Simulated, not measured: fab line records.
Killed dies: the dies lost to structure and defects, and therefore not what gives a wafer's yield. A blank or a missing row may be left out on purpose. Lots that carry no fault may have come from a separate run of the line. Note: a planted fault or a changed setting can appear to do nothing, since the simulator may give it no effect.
Which tool did it? || flow gf180mcu || 15 lots, 45 wafers sampled, at 2 steps of a route of 602

== WHAT THE GAUGES READ, wafer by wafer ==
GF_M1_THK_MEAS_06: measures by xrf.
{"lot": "L666", "measured": "day 16 12:50", "on": "film metro-02", "M1_ALCU_THK (nm)": "454 457 453"}
{"lot": "L669", "measured": "day 17 08:44", "on": "film metro-04", "M1_ALCU_THK (nm)": "454 446 458"}
{"lot": "L671", "measured": "day 18 08:40", "on": "film metro-02", "M1_ALCU_THK (nm)": "451 456 451"}
{"lot": "L672", "measured": "day 18 13:38", "on": "film metro-03", "M1_ALCU_THK (nm)": "447 448 446"}
{"lot": "L673", "measured": "day 18 14:19", "on": "film metro-03", "M1_ALCU_THK (nm)": "443 457 450"}
{"lot": "L674", "measured": "day 19 03:50", "on": "film metro-03", "M1_ALCU_THK (nm)": "496 507 493"}
{"lot": "L675", "measured": "day 19 10:24", "on": "film metro-02", "M1_ALCU_THK (nm)": "504 499 511"}
{"lot": "L676", "measured": "day 19 20:47", "on": "film metro-04", "M1_ALCU_THK (nm)": "502 502 497"}
{"lot": "L677", "measured": "day 20 09:51", "on": "film metro-03", "M1_ALCU_THK (nm)": "454 461 451"}
{"lot": "L681", "measured": "day 21 15:19", "on": "film metro-03", "M1_ALCU_THK (nm)": "445 448 448"}
{"lot": "L682", "measured": "day 21 22:08", "on": "film metro-02", "M1_ALCU_THK (nm)": "441 448 441"}
{"lot": "L683", "measured": "day 22 06:11", "on": "film metro-02", "M1_ALCU_THK (nm)": "449 447 452"}
{"lot": "L687", "measured": "day 23 10:10", "on": "film metro-03", "M1_ALCU_THK (nm)": "447 441 442"}
{"lot": "L688", "measured": "day 23 19:25", "on": "film metro-02", "M1_ALCU_THK (nm)": "445 457 453"}
{"lot": "L689", "measured": "day 24 04:58", "on": "film metro-02", "M1_ALCU_THK (nm)": "455 454 454"}

== WHICH TOOL RAN EACH LOT (tool, then ch and the chambers of the sampled wafers, then the start) ==
{"lot": "L666", "GF_M1_SPUTTER_04": "pvd sputter-04, day 16 12:40"}
{"lot": "L669", "GF_M1_SPUTTER_04": "pvd sputter-02, day 17 08:34"}
{"lot": "L671", "GF_M1_SPUTTER_04": "pvd sputter-04, day 18 08:29"}
{"lot": "L672", "GF_M1_SPUTTER_04": "pvd sputter-02, day 18 13:29"}
{"lot": "L673", "GF_M1_SPUTTER_04": "pvd sputter-01, day 18 14:08"}
{"lot": "L674", "GF_M1_SPUTTER_04": "pvd sputter-02, day 19 03:39"}
{"lot": "L675", "GF_M1_SPUTTER_04": "pvd sputter-01, day 19 10:14"}
{"lot": "L676", "GF_M1_SPUTTER_04": "pvd sputter-01, day 19 20:37"}
{"lot": "L677", "GF_M1_SPUTTER_04": "pvd sputter-02, day 20 09:41"}
{"lot": "L681", "GF_M1_SPUTTER_04": "pvd sputter-04, day 21 15:09"}
{"lot": "L682", "GF_M1_SPUTTER_04": "pvd sputter-02, day 21 21:58"}
{"lot": "L683", "GF_M1_SPUTTER_04": "pvd sputter-01, day 22 06:01"}
{"lot": "L687", "GF_M1_SPUTTER_04": "pvd sputter-02, day 23 10:00"}
{"lot": "L688", "GF_M1_SPUTTER_04": "pvd sputter-04, day 23 19:16"}
{"lot": "L689", "GF_M1_SPUTTER_04": "pvd sputter-02, day 24 04:49"}
- GF_M1_SPUTTER_04: material TiN, target thk 50 nm, time 41.7 s.

== WHAT THE TOOLS THEMSELVES READ (means of the sampled wafers that have a number; where no wafer has one, the mark that the record gives instead) ==
GF_M1_SPUTTER_04.
{"lot": "L666", "tool": "pvd sputter-04", "cathode dc power W (W)": 6501.1, "chamber pressure pa (Pa)": 0.4002, "throttle valve pct (%)": 29.4}
{"lot": "L669", "tool": "pvd sputter-02", "cathode dc power W (W)": 6499.6, "chamber pressure pa (Pa)": 0.4006, "throttle valve pct (%)": 30.5}
{"lot": "L671", "tool": "pvd sputter-04", "cathode dc power W (W)": 6500.2, "chamber pressure pa (Pa)": 0.4012, "throttle valve pct (%)": 29.5}
{"lot": "L672", "tool": "pvd sputter-02", "cathode dc power W (W)": 6499.9, "chamber pressure pa (Pa)": 0.4010, "throttle valve pct (%)": 29.0}
{"lot": "L673", "tool": "pvd sputter-01", "cathode dc power W (W)": 6499.9, "chamber pressure pa (Pa)": 0.3996, "throttle valve pct (%)": 28.4}
{"lot": "L674", "tool": "pvd sputter-02", "cathode dc power W (W)": "-", "chamber pressure pa (Pa)": "-", "throttle valve pct (%)": "-"}
{"lot": "L675", "tool": "pvd sputter-01", "cathode dc power W (W)": "-", "chamber pressure pa (Pa)": "-", "throttle valve pct (%)": "-"}
{"lot": "L676", "tool": "pvd sputter-01", "cathode dc power W (W)": "-", "chamber pressure pa (Pa)": "-", "throttle valve pct (%)": "-"}
{"lot": "L677", "tool": "pvd sputter-02", "cathode dc power W (W)": 6498.7, "chamber pressure pa (Pa)": 0.4003, "throttle valve pct (%)": 29.0}
{"lot": "L681", "tool": "pvd sputter-04", "cathode dc power W (W)": 6500.5, "chamber pressure pa (Pa)": 0.4003, "throttle valve pct (%)": 29.1}
{"lot": "L682", "tool": "pvd sputter-02", "cathode dc power W (W)": 6499.8, "chamber pressure pa (Pa)": 0.4004, "throttle valve pct (%)": 29.6}
{"lot": "L683", "tool": "pvd sputter-01", "cathode dc power W (W)": 6498.7, "chamber pressure pa (Pa)": 0.4005, "throttle valve pct (%)": 29.6}
{"lot": "L687", "tool": "pvd sputter-02", "cathode dc power W (W)": 6500.4, "chamber pressure pa (Pa)": 0.4000, "throttle valve pct (%)": 29.9}
{"lot": "L688", "tool": "pvd sputter-04", "cathode dc power W (W)": 6501.2, "chamber pressure pa (Pa)": 0.3999, "throttle valve pct (%)": 29.2}
{"lot": "L689", "tool": "pvd sputter-02", "cathode dc power W (W)": 6499.9, "chamber pressure pa (Pa)": 0.3995, "throttle valve pct (%)": 28.9}

== THE ANSWER, worked out from the rows above alone ==
Rule: what is usual is taken from the lots themselves. Put in order of their means at a reading, lots are off if they are a third of the lots or fewer, leave a main group of 4 or more, and stand apart from it by a gap of 3 or more times the standard deviation of the main group's means; of several such gaps the widest counts. A main group is skipped when, at the precision printed for the reading in the tables above, its means are all equal. A lot without any number at a reading at which 4 lots or more have one is off too. The other lots that the step has rows for count as sound. The gauges are gone through in route order, then the tools' own readings, and for those a lot's mean is taken as printed above. At the first step where some lot is off, the reading lying furthest off is the one used; lots without a number count as furthest.
Off: L674, L675, L676, seen at GF_M1_THK_MEAS_06 (M1_ALCU_THK). Mean 450 nm and standard deviation 4 in the main group.
If a tool, at a process step before that reading, ran all the lots that are off and no sound lot after the first of them, it fits. Not tried: the gauges at GF_M1_THK_MEAS_06; whatever is off there is also off at GF_M1_SPUTTER_04, on other tools, and gauge error can't account for it. No candidate that was tried fits.

== WHAT THE SIMULATOR HAD INSERTED ==
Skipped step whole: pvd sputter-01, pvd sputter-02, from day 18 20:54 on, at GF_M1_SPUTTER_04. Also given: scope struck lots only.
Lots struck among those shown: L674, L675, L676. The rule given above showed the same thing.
